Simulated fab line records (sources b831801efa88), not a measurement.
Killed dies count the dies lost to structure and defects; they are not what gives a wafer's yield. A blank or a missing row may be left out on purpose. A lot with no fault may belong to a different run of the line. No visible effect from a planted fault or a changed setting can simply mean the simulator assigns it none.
Which of the tools did it?    flow gf180mcu    15 lots with 45 wafers sampled at 4 steps, on a route of 602 steps

== WHAT THE GAUGES READ, wafer by wafer ==
GF_CONTACT_OVL_MEAS_15. Usual: CONTACT_OVL typically reads 0 nm, with standard deviation 5.8.
lot   measured      on          CONTACT_OVL (nm)  flag
L730  day 15 23:38  overlay-02  5 4 -1            
L731  day 16 09:26  overlay-01  5 -3 -6           
L733  day 17 02:10  overlay-02  -5 -2 7           
L734  day 17 15:52  overlay-02  1 3 7             
L735  day 18 03:44  overlay-02  -1 -1 0           
L736  day 18 14:58  overlay-01  -3 -6 -2          
L738  day 19 00:31  overlay-02  -5 -8 -2          
L739  day 19 12:28  overlay-01  4 -1 -3           
L742  day 20 12:40  overlay-02  0 0 -2            
L744  day 21 06:10  overlay-01  5 -3 -3           
L745  day 21 13:50  overlay-01  13 8 13           
L746  day 21 20:01  overlay-01  -6 -11 -3         
L748  day 22 17:04  overlay-02  9 5 -2            
L751  day 23 12:01  overlay-02  4 4 8             
L753  day 24 14:04  overlay-02  2 2 2             

GF_V1_BOW_MEAS_05. Usual: V1_BOW typically reads 84 um, with standard deviation 8.3.
lot   measured      on             V1_BOW (um)  flag
L730  day 17 00:45  film-metro-01  92 81 99     
L731  day 17 13:23  film-metro-02  80 82 97     
L733  day 18 03:20  film-metro-01  83 79 97     
L734  day 18 17:43  film-metro-02  83 74 78     
L735  day 19 06:33  film-metro-01  87 89 96     
L736  day 19 17:10  film-metro-02  101 95 91    
L738  day 20 03:20  film-metro-04  90 76 90     
L739  day 20 15:38  film-metro-04  69 87 74     
L742  day 21 15:40  film-metro-01  102 80 80    
L748  day 23 18:19  film-metro-01  82 86 75     
L751  day 24 13:20  film-metro-01  72 71 84     
L753  day 25 14:07  film-metro-02  96 92 72     

== EACH LOT AND THE TOOL THAT RAN IT (in order: tool; ch and the chambers of the sampled wafers; start) ==
lot   GF_M1_METAL_ETCH_16                GF_M1_STRIP_17
L730  rie-metal-02 ch 0,1, day 16 23:32  plasma-asher-01 ch 0,1, day 16 23:39
L731  rie-metal-01 ch 1, day 17 09:41    plasma-asher-04 ch 0,1, day 17 09:52
L733  rie-metal-01 ch 0,1, day 18 02:07  plasma-asher-02 ch 0,1, day 18 02:14
L734  rie-metal-02 ch 0,1, day 18 16:28  plasma-asher-01 ch 0,1, day 18 16:35
L735  rie-metal-03 ch 0,1, day 19 05:20  plasma-asher-02 ch 0,1, day 19 05:27
L736  rie-metal-01 ch 0,1, day 19 15:58  plasma-asher-01 ch 0, day 19 16:05
L738  rie-metal-03 ch 0,1, day 20 02:01  plasma-asher-01 ch 0,1, day 20 02:08
L739  rie-metal-03 ch 0,1, day 20 14:25  plasma-asher-04 ch 0,1, day 20 14:32
L742  rie-metal-02 ch 0,1, day 21 14:22  plasma-asher-02 ch 0, day 21 14:29
L744  rie-metal-02 ch 0,1, day 22 06:52  plasma-asher-04 ch 0,1, day 22 06:59
L745  rie-metal-03 ch 0,1, day 22 14:36  plasma-asher-01 ch 0,1, day 22 14:43
L746  rie-metal-03 ch 0,1, day 22 21:01  plasma-asher-04 ch 0,1, day 22 21:08
L748  rie-metal-01 ch 0,1, day 23 17:06  plasma-asher-01 ch 0,1, day 23 17:13
L751  rie-metal-03 ch 0,1, day 24 12:04  plasma-asher-04 ch 0,1, day 24 12:10
L753  rie-metal-02 ch 1, day 25 12:54    plasma-asher-04 ch 0,1, day 25 13:01
- GF_M1_METAL_ETCH_16: etches the open film in Cl2/BCl3, stops on SiO2, target depth 627.5 nm, time 104.6 s.
- GF_M1_STRIP_17: strips in O2/N2.

== WHAT THE TOOLS THEMSELVES READ (means of the sampled wafers that have a number; where no wafer has one, the mark that the record gives instead) ==
GF_M1_METAL_ETCH_16. Usual: bcl3-flow-sccm 40.00 sccm, standard deviation 0.12; bias-w 139.9 W, standard deviation 0.4; drypump-motor-current-A 6.0 A, standard deviation 0.41; oes-product-au 0.973 a.u., standard deviation 0.0067; throttle-valve-pct 28.248 %, standard deviation 0.01.
lot   tool          bcl3-flow-sccm (sccm)  bias-w (W)  drypump-motor-current-A (A)  oes-product-au (a.u.)  throttle-valve-pct (%)  flag
L730  rie-metal-02  39.90                  139.9       5.9                          0.974                  28.247                  
L731  rie-metal-01  40.01                  139.5       5.8                          0.981                  28.247                  
L733  rie-metal-01  39.93                  140.3       5.8                          0.972                  28.242                  
L734  rie-metal-02  39.98                  139.9       5.9                          0.972                  28.243                  
L735  rie-metal-03  39.93                  140.2       6.4                          0.970                  28.249                  
L736  rie-metal-01  39.94                  139.4       5.8                          0.966                  28.251                  
L738  rie-metal-03  40.09                  140.2       6.5                          0.976                  28.246                  
L739  rie-metal-03  39.96                  140.0       6.5                          0.985                  28.247                  
L742  rie-metal-02  39.96                  139.8       5.9                          0.970                  28.263                  
L744  rie-metal-02  -                      -           -                            -                      -                       OFF
L745  rie-metal-03  -                      -           -                            -                      -                       OFF
L746  rie-metal-03  -                      -           -                            -                      -                       OFF
L748  rie-metal-01  39.96                  139.9       5.8                          0.977                  28.240                  
L751  rie-metal-03  40.13                  140.2       6.3                          0.966                  28.245                  
L753  rie-metal-02  40.11                  139.8       6.3                          0.979                  28.244                  

GF_M1_STRIP_17. Usual: drypump-motor-current-A 5.6 A, standard deviation 0.59; heater-power-w 337 W, standard deviation 28; oes-product-au 0.556 a.u., standard deviation 0.005; strip-time-to-endpoint-s 7.86 s, standard deviation 0.051.
lot   tool             drypump-motor-current-A (A)  heater-power-w (W)  oes-product-au (a.u.)  strip-time-to-endpoint-s (s)  flag
L730  plasma-asher-01  5.6                          320                 0.560                  7.92                          
L731  plasma-asher-04  5.3                          346                 0.551                  7.78                          
L733  plasma-asher-02  5.9                          318                 0.554                  7.84                          
L734  plasma-asher-01  5.6                          327                 0.555                  7.85                          
L735  plasma-asher-02  5.5                          358                 0.554                  7.83                          
L736  plasma-asher-01  5.7                          340                 0.554                  7.80                          
L738  plasma-asher-01  5.6                          318                 0.554                  7.80                          
L739  plasma-asher-04  5.9                          353                 0.560                  7.87                          
L742  plasma-asher-02  6.2                          282                 0.556                  7.88                          
L744  plasma-asher-04  5.3                          351                 0.655                  10.19                         OFF
L745  plasma-asher-01  5.7                          334                 0.657                  10.22                         OFF
L746  plasma-asher-04  5.3                          344                 0.661                  10.19                         OFF
L748  plasma-asher-01  5.6                          322                 0.557                  7.80                          
L751  plasma-asher-04  5.3                          343                 0.557                  7.88                          
L753  plasma-asher-04  5.9                          349                 0.559                  7.88                          

== THE ANSWER, worked out from the rows above alone ==
Rule: a lot is off if the mean of its wafers that have a number lies more than 3 standard deviations from the usual mean. Also off: a lot with no number at a reading for which 4 or more lots have one. Any other lot the step has rows for is counted as sound. The gauges are gone through in route order, then the tools' own readings, and for those a lot's mean is taken as printed above. The first step at which some lot is off is used, and at that step the reading that is off furthest; a lot without a number counts as furthest.
Off: L744, L745, L746, at GF_M1_METAL_ETCH_16 (bcl3-flow-sccm). Without a number there: L744, L745, L746.
A tool fits if, at that step or a process step before it, it ran every lot that is off, and no sound lot after the first of them. No candidate that was tried fits.

== WHAT THE SIMULATOR PUT IN ==
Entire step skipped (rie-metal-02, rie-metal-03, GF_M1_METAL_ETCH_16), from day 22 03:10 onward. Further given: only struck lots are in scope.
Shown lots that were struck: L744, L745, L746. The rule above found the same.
